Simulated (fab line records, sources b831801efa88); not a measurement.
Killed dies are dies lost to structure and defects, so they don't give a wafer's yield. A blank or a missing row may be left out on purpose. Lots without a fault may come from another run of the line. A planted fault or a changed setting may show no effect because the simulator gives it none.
fab line records | flow sky130
record lots=7 wafers=21 last_day=50
route steps=708 shown GATE_OXIDE@198 POLY_GATE@204 RES_PROTECT@206 PAD_OPEN@708
lots that met no fault: from a run of the same line without faults
start_h: hours from the record's first day to the start of the lot's first wafer shown | wait_h: hours since the lot's step before | " the same as in the row above | L1.1+2: a row that stands for several wafers | - no value, or no start given | * or withheld: withheld | < > ~ a bound
route shown NAME@n: a module of which the file shows steps, and the number in the route of the first | usual: mean/standard deviation of fault-free wafers | same: alike in all rows | chamber/n: place in a boat | sites: the reading at each site | _std_site: their standard deviation | _edge_site: outer sites' mean less inner sites' | radius_mm: how far each site lies from the wafer's centre | mask NAME#n: copy n | behind: the tool/chamber that last shaped the wafer | hold: why the lot was held/for how many hours/how that ended | device: the transistor (n, p or np) that didn't switch | end of line: the same wafers' tests at the end of the route | a step without rows: its recipe alone | killed: dies lost to structure and defects at the first sort, not the wafer's yield | map: a wafer's dies, x killed, . not, _ none there
set.NAME: the setting as run; set.NAME@STEP: as run at that earlier step | model.NAME: the simulator's own value behind a step, which no gauge read
lots at some steps of the route; a table a step, a row a wafer
services: from which hour (start_h, from the record's first day; less than 0 if before it) a tool's chamber was out of use, for how many hours, and why
## steps
# step SKY_GATE_OXIDE_IMPLANT_11
# recipe species=B energy_kev=10 dose_cm2=2.646e+12 tilt_deg=withheld
# step SKY_GATE_OXIDE_WET_ETCH_12
# recipe chemistry=dHF target_depth_nm=16.8 dry=n2_spin target=SiO2 dilution=100:1 temp_c=25 time_s=336
# step SKY_GATE_OXIDE_STRIP_13
# recipe chemistry=O2/N2 power_w=1400 pressure_mtorr=1500 platen_temp_c=withheld o2_flow_sccm=3000 n2_flow_sccm=300 overash_fraction=0.5
# usual drypump_motor_current_A=5.4/0.38 oes_product_au=0.715/0.0043 strip_time_to_endpoint_s=14.20/0.04
# same overash_fraction=0.5
# columns lot.wafer tool chamber start_h wait_h drypump_motor_current_A oes_product_au rf_hours_counter_h strip_time_to_endpoint_s
L721.1 plasma_asher-03 0 318.11 0.0 5.0 0.723 20 14.19
L721.2 " 1 " " 5.9 0.724 20 14.20
L721.4 " 0 " " 5.0 0.723 - 14.22
L725.1 plasma_asher-04 0 344.81 0.0 5.6 0.722 49 14.24
L725.5 " 0 " " 5.6 0.717 - 14.23
L725.6 " 1 " " 5.2 0.710 - 14.25
L726.2 plasma_asher-01 0 358.97 0.0 4.9 0.712 69 14.20
L726.4 " 0 " " 4.9 0.713 - 14.25
L726.6 " 0 " " 4.9 0.716 - 14.24
L727.2 plasma_asher-01 0 369.47 0.0 5.0 0.709 70 14.13
L727.3 " 0 " " 5.0 0.720 - 14.19
L727.6 " 1 " " 5.6 0.718 - 14.14
L728.2 plasma_asher-03 1 386.82 0.0 5.9 0.712 28 14.14
L728.3 " 0 " " 5.0 0.711 - 14.25
L728.4 " 1 " " 5.9 0.715 - 14.17
L736.3 plasma_asher-01 1 454.14 0.0 5.7 0.708 - 14.20
L736.5 " 0 " " 4.9 0.721 - 14.24
L736.6 " 1 " " 5.6 0.715 - 14.19
L741.2 plasma_asher-01 1 493.96 0.0 5.6 0.719 82 14.22
L741.4 " 1 " " 5.7 0.713 - 14.24
L741.6 " 0 " " 4.9 0.715 - 14.19
# step SKY_GATE_OXIDE_TW_MEAS_14
# usual GATE_OXIDE_TW=223/4.1
# columns lot.wafer tool chamber start_h wait_h GATE_OXIDE_TW
L721.1 film_metro-02 - 318.21 0.1 220
L721.2 " - " " 218
L721.4 " - " " 218
L725.1 film_metro-04 - 344.91 0.1 230
L725.5 " - " " 230
L725.6 " - " " 229
L726.2 film_metro-04 - 359.08 0.1 230
L726.4 " - " " 228
L726.6 " - " " 229
L727.2 film_metro-03 - 369.58 0.1 225
L727.3 " - " " 226
L727.6 " - " " 226
L728.2 film_metro-04 - 386.93 0.1 227
L728.3 " - " " 227
L728.4 " - " " 227
L736.3 film_metro-03 - 454.23 0.1 223
L736.5 " - " " 223
L736.6 " - " " 223
L741.2 film_metro-03 - 494.07 0.1 223
L741.4 " - " " 222
L741.6 " - " " 224
# step SKY_GATE_OXIDE_CLEAN_15
# recipe chemistry=SC1/SC2 mix=1:4:20 temp_c=70 time_s=150 dry=n2_spin
# step SKY_GATE_OXIDE_OXIDATION_16
# recipe temp_c=800 ambient=O2 idle_temp_c=700 ramp_up_c_per_min=10 ramp_down_c_per_min=3 stabilise_s=600 purge_s=300 target_thk_a=35.7 ox_time_s=1915
# step SKY_POLY_GATE_CVD_00
# recipe material=poly-Si target_thk_nm=180 temp_c=620 time_s=720 pressure_mtorr=200
# step SKY_POLY_GATE_THK_MEAS_01
# recipe reads=poly-Si_of_POLY_GATE_CVD_00
# usual POLY_GATE_CVD_00_THK=179.2/1.5
# columns lot.wafer tool chamber start_h wait_h POLY_GATE_CVD_00_THK[nm]
L721.1 film_metro-03 - 321.05 0.0 178.9
L721.2 " - " " 176.6
L721.4 " - " " 179.0
L725.1 film_metro-03 - 347.75 0.0 175.7
L725.5 " - " " 177.4
L725.6 " - " " 177.9
L726.2 film_metro-03 - 361.92 0.0 178.7
L726.4 " - " " 179.0
L726.6 " - " " 180.4
L727.2 film_metro-01 - 372.42 0.0 178.5
L727.3 " - " " 177.3
L727.6 " - " " 177.6
L728.2 film_metro-01 - 403.25 0.0 176.5
L728.3 " - " " 177.4
L728.4 " - " " 178.0
L736.3 film_metro-01 - 457.07 0.0 181.0
L736.5 " - " " 180.2
L736.6 " - " " 180.7
L741.2 film_metro-03 - 497.95 0.0 181.7
L741.4 " - " " 179.1
L741.6 " - " " 180.8
# step SKY_RES_PROTECT_DEHYDRATE_00
# recipe temp_c=200 time_s=60
# step SKY_RES_PROTECT_HMDS_01
# recipe prime_time_s=60 prime_temp_c=120
# step SKY_RES_PROTECT_COAT_02
# recipe resist=NOVOLAK spin_rpm=3000 resist_thk_nm=1140
# step SKY_RES_PROTECT_SOFTBAKE_03
# recipe temp_c=90 time_s=60 resist=NOVOLAK
# step SKY_RES_PROTECT_EXPOSE_04
# recipe mask_id=RPM na=0.6 source_shape=conventional sigma_outer=0.6 polarization=unpolarized target_cd_nm=1270 dose_mj=131
# usual exposure_dose_mJ_cm2=130.99/0.13
# same sigma_outer=0.6
# columns lot.wafer tool chamber start_h wait_h mask exposure_dose_mJ_cm2
L721.1 iline_stepper-01 0 333.76 - RPM#0 130.95
L721.2 " 0 " " RPM#0 130.73
L721.4 " 0 " " RPM#0 130.93
L725.1 iline_stepper-01 0 361.02 - RPM#0 131.31
L725.5 " 0 " " RPM#0 131.22
L725.6 " 0 " " RPM#0 131.26
L726.2 iline_stepper-01 0 376.29 - RPM#0 129.05
L726.4 " 0 " " RPM#0 129.12
L726.6 " 0 " " RPM#0 128.97
L727.2 iline_stepper-01 0 387.14 - RPM#0 129.07
L727.3 " 0 " " RPM#0 129.13
L727.6 " 0 " " RPM#0 129.05
L728.2 iline_stepper-01 0 417.44 - RPM#0 128.78
L728.3 " 0 " " RPM#0 128.98
L728.4 " 0 " " RPM#0 129.05
L736.3 iline_stepper-02 0 471.98 - RPM#0 130.87
L736.5 " 0 " " RPM#0 131.18
L736.6 " 0 " " RPM#0 131.23
L741.2 iline_stepper-02 0 513.21 - RPM#0 130.87
L741.4 " 0 " " RPM#0 131.21
L741.6 " 0 " " RPM#0 130.82
# step SKY_RES_PROTECT_PEB_05
# recipe temp_c=withheld time_s=* resist=NOVOLAK
# step SKY_PAD_OPEN_PROBE_99
# usual killed_at_M0_to_M3=43/7.2 killed_at_M4_up=3.5/2 killed_at_contacts=24/5.2 killed_at_front_end=15/4.4 killed_at_other=0.2/0.48 killed_dies=85/9.4 killed_on_rim=16/3.7 killed_open=46/7.3 killed_short=39/6.1
# same gross_dies=492 killed_at_back_side=0
# columns lot.wafer tool chamber start_h wait_h killed_at_M0_to_M3 killed_at_M4_up killed_at_contacts killed_at_front_end killed_at_other killed_dies killed_on_rim killed_open killed_short
L721.1 prober-01 - 1081.34 0.1 53 7 24 11 0 95 18 50 45
L721.2 prober-01 - 1081.39 0.1 40 5 23 12 1 81 13 40 41
L721.4 prober-01 - 1081.49 0.2 37 3 24 14 0 78 17 43 35
L725.1 prober-01 - 1100.72 0.1 42 6 21 22 0 91 13 48 43
L725.5 prober-01 - 1100.92 0.2 44 8 21 14 0 87 17 47 40
L725.6 prober-01 - 1100.97 0.2 42 3 32 9 0 86 14 51 35
L726.4 prober-01 - 1116.23 0.2 55 5 34 17 2 113 19 55 54
L726.6 prober-01 - 1116.33 0.2 39 3 21 17 0 80 17 46 33
L727.2 prober-02 - 1123.25 0.1 44 4 27 11 0 86 18 47 38
L727.3 prober-02 - 1123.30 0.2 37 2 23 19 0 81 15 43 38
L727.6 prober-02 - 1123.45 0.2 48 2 29 18 0 97 22 47 50
L728.2 prober-01 - 1127.20 0.1 36 4 28 11 0 79 18 47 32
L728.3 prober-01 - 1127.25 0.2 42 5 18 11 1 77 18 37 39
L728.4 prober-01 - 1127.30 0.2 46 3 18 14 0 81 20 45 36
L736.3 prober-02 - 1165.16 0.2 47 1 27 19 0 94 17 52 41
L736.5 prober-02 - 1165.26 0.2 39 1 16 16 1 73 12 41 31
L736.6 prober-02 - 1165.31 0.2 49 1 40 6 0 96 28 53 43
L741.2 prober-01 - 1189.89 0.1 35 2 20 15 0 72 13 39 33
L741.4 prober-01 - 1189.99 0.2 44 0 29 18 0 91 19 59 32
L741.6 prober-01 - 1190.09 0.2 35 8 27 17 0 87 17 44 43
# killed by level:class
L721.1 VIA1:geometric_particle:open=11 CONTACT:geometric_particle:open=10 METAL1:geometric_particle:short=10 VIA3:geometric_particle:open=7 VIA2:geometric_particle:open=7 LOCAL_INTERCONNECT:geometric_particle:short=5 METAL4:geometric_particle:short=5 FIELD_ISO:geometric_particle:short=4
L721.2 CONTACT:geometric_particle:open=12 METAL1:geometric_particle:short=9 VIA1:geometric_particle:short=9 VIA3:geometric_particle:open=7 VIA1:geometric_particle:open=6 LI_CONTACT:geometric_particle:open=5 FIELD_ISO:geometric_particle:short=4 METAL4:geometric_particle:short=4
L721.4 LI_CONTACT:geometric_particle:open=9 VIA1:geometric_particle:open=9 CONTACT:geometric_particle:open=8 VIA3:geometric_particle:open=6 METAL2:geometric_particle:short=5 VIA1:geometric_particle:short=5 LOCAL_INTERCONNECT:geometric_particle:short=5 FIELD_ISO:geometric_particle:open=4
L725.1 METAL1:geometric_particle:short=10 VIA1:geometric_particle:open=9 LI_CONTACT:geometric_particle:open=8 POLY_GATE:geometric_particle:open=6 VIA3:geometric_particle:open=6 POLY_GATE:geometric_particle:short=5 FIELD_ISO:geometric_particle:open=4 FIELD_ISO:geometric_particle:short=4
L725.5 VIA1:geometric_particle:open=11 VIA2:geometric_particle:open=11 METAL4:geometric_particle:short=8 LI_CONTACT:geometric_particle:open=7 CONTACT:geometric_particle:open=6 VIA1:geometric_particle:short=5 VIA2:geometric_particle:short=4 POLY_GATE:geometric_particle:open=4
L725.6 CONTACT:geometric_particle:open=11 VIA1:geometric_particle:open=8 VIA2:geometric_particle:open=8 LI_CONTACT:geometric_particle:open=7 LI_CONTACT:geometric_particle:short=5 METAL2:geometric_particle:short=5 VIA3:geometric_particle:open=5 VIA2:geometric_particle:short=4
L726.4 VIA1:geometric_particle:open=14 CONTACT:geometric_particle:open=11 LI_CONTACT:geometric_particle:open=9 VIA3:geometric_particle:open=8 VIA1:geometric_particle:short=7 CONTACT:geometric_particle:short=7 POLY_GATE:geometric_particle:short=6 METAL1:geometric_particle:short=6
L726.6 VIA2:geometric_particle:open=9 LI_CONTACT:geometric_particle:open=8 FIELD_ISO:geometric_particle:short=6 VIA3:geometric_particle:open=6 CONTACT:geometric_particle:short=6 VIA1:geometric_particle:open=6 LOCAL_INTERCONNECT:geometric_particle:short=4 METAL1:geometric_particle:short=4
L727.2 CONTACT:geometric_particle:open=11 VIA1:geometric_particle:open=9 LI_CONTACT:geometric_particle:open=8 VIA2:geometric_particle:open=7 METAL1:geometric_particle:short=6 METAL2:geometric_particle:short=5 FIELD_ISO:geometric_particle:open=4 FIELD_ISO:geometric_particle:short=4
L727.3 CONTACT:geometric_particle:short=7 LI_CONTACT:geometric_particle:open=7 CONTACT:geometric_particle:open=7 VIA1:geometric_particle:open=7 METAL1:geometric_particle:short=6 VIA3:geometric_particle:open=6 FIELD_ISO:geometric_particle:open=5 POLY_GATE:geometric_particle:short=5
L727.6 CONTACT:geometric_particle:open=12 VIA1:geometric_particle:open=9 VIA3:geometric_particle:open=8 FIELD_ISO:geometric_particle:short=7 METAL2:geometric_particle:short=7 LI_CONTACT:geometric_particle:short=6 METAL1:geometric_particle:short=5 FIELD_ISO:geometric_particle:open=4
L728.2 VIA1:geometric_particle:open=10 CONTACT:geometric_particle:open=10 LI_CONTACT:geometric_particle:open=9 METAL2:geometric_particle:short=6 METAL1:geometric_particle:short=5 VIA2:geometric_particle:open=5 VIA3:geometric_particle:open=5 POLY_GATE:geometric_particle:open=4
L728.3 VIA1:geometric_particle:open=8 METAL1:geometric_particle:short=8 CONTACT:geometric_particle:open=7 VIA1:geometric_particle:short=6 VIA2:geometric_particle:open=4 FIELD_ISO:geometric_particle:short=3 CONTACT:geometric_particle:short=3 METAL1:geometric_particle:open=3
L728.4 VIA1:geometric_particle:open=12 CONTACT:geometric_particle:open=9 VIA3:geometric_particle:open=8 METAL1:geometric_particle:short=5 VIA1:geometric_particle:short=5 METAL2:geometric_particle:short=5 LOCAL_INTERCONNECT:geometric_particle:short=4 VIA2:geometric_particle:open=4
L736.3 VIA1:geometric_particle:open=12 CONTACT:geometric_particle:open=11 FIELD_ISO:geometric_particle:open=6 METAL2:geometric_particle:short=6 VIA2:geometric_particle:open=6 LI_CONTACT:geometric_particle:open=5 LOCAL_INTERCONNECT:geometric_particle:short=5 VIA3:geometric_particle:open=5
L736.5 VIA1:geometric_particle:open=9 METAL1:geometric_particle:short=7 FIELD_ISO:geometric_particle:open=5 FIELD_ISO:geometric_particle:short=5 CONTACT:geometric_particle:open=5 METAL1:geometric_particle:open=5 CONTACT:geometric_particle:short=4 METAL2:geometric_particle:open=4
L736.6 CONTACT:geometric_particle:open=14 VIA1:geometric_particle:open=12 LI_CONTACT:geometric_particle:open=9 CONTACT:geometric_particle:short=9 METAL2:geometric_particle:short=8 VIA3:geometric_particle:open=6 VIA3:geometric_particle:short=6 LOCAL_INTERCONNECT:geometric_particle:short=5
L741.2 VIA1:geometric_particle:open=7 LI_CONTACT:geometric_particle:open=6 VIA2:geometric_particle:open=6 FIELD_ISO:geometric_particle:open=5 CONTACT:geometric_particle:short=5 CONTACT:geometric_particle:open=5 METAL2:geometric_particle:short=5 FIELD_ISO:geometric_particle:short=4
L741.4 CONTACT:geometric_particle:open=11 VIA2:geometric_particle:open=9 VIA1:geometric_particle:open=9 VIA3:geometric_particle:open=8 FIELD_ISO:geometric_particle:open=6 LI_CONTACT:geometric_particle:open=6 FIELD_ISO:geometric_particle:short=5 METAL2:geometric_particle:short=5
L741.6 CONTACT:geometric_particle:open=9 VIA3:geometric_particle:open=8 LI_CONTACT:geometric_particle:open=8 POLY_GATE:geometric_particle:short=7 CONTACT:geometric_particle:short=7 VIA1:geometric_particle:open=6 METAL4:geometric_particle:short=6 FIELD_ISO:geometric_particle:open=4
## services
# columns tool chamber start_h hours kind
iline_stepper-01 - 295.74 0.6 repair
iline_stepper-02 0 298.77 - calibration
iline_stepper-02 - 310.99 1.2 repair
iline_stepper-02 - 315.53 0.6 repair
plasma_asher-01 - 321.26 1.2 repair
plasma_asher-01 - 325.46 14.6 pm
plasma_asher-04 - 327.01 3.4 repair
iline_stepper-02 - 346.45 19.1 repair
iline_stepper-02 - 348.30 0.5 repair
iline_stepper-02 - 391.74 1.7 pm
iline_stepper-01 - 426.48 1.7 pm
plasma_asher-03 - 444.97 2.4 repair
plasma_asher-03 - 470.61 2.8 pm
iline_stepper-01 0 472.88 - calibration
plasma_asher-04 - 503.49 2.8 pm
iline_stepper-02 0 511.80 - calibration
## key
first_sign step=SKY_RES_PROTECT_EXPOSE_04 reading=exposure_dose_mJ_cm2 direction=down sigmas=15 usual=* struck=*
effect none on later readings
met_at SKY_RES_PROTECT_EXPOSE_04
struck_wafers L726.2,L726.4,L726.6,L727.2,L727.3,L727.6,L728.2,L728.3,L728.4
tester_left_out L726,L727,L728
onset_between 361.02 376.29
fault kind=process_parameter_drift tool=iline_stepper-01 chamber=- onset_h=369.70 steps=SKY_RES_PROTECT_EXPOSE_04 channel=dose_mj offset=-1.9672 shape=step acts_in=these_recipes_only stated=131
# tester_left_out: of these lots the tester's yield and bins aren't shown, on N5 and GAA mostly nor the transistor test; their killed dies are dies lost to structure and defects alone, not to doping, threshold or leakage, so they don't give the yield
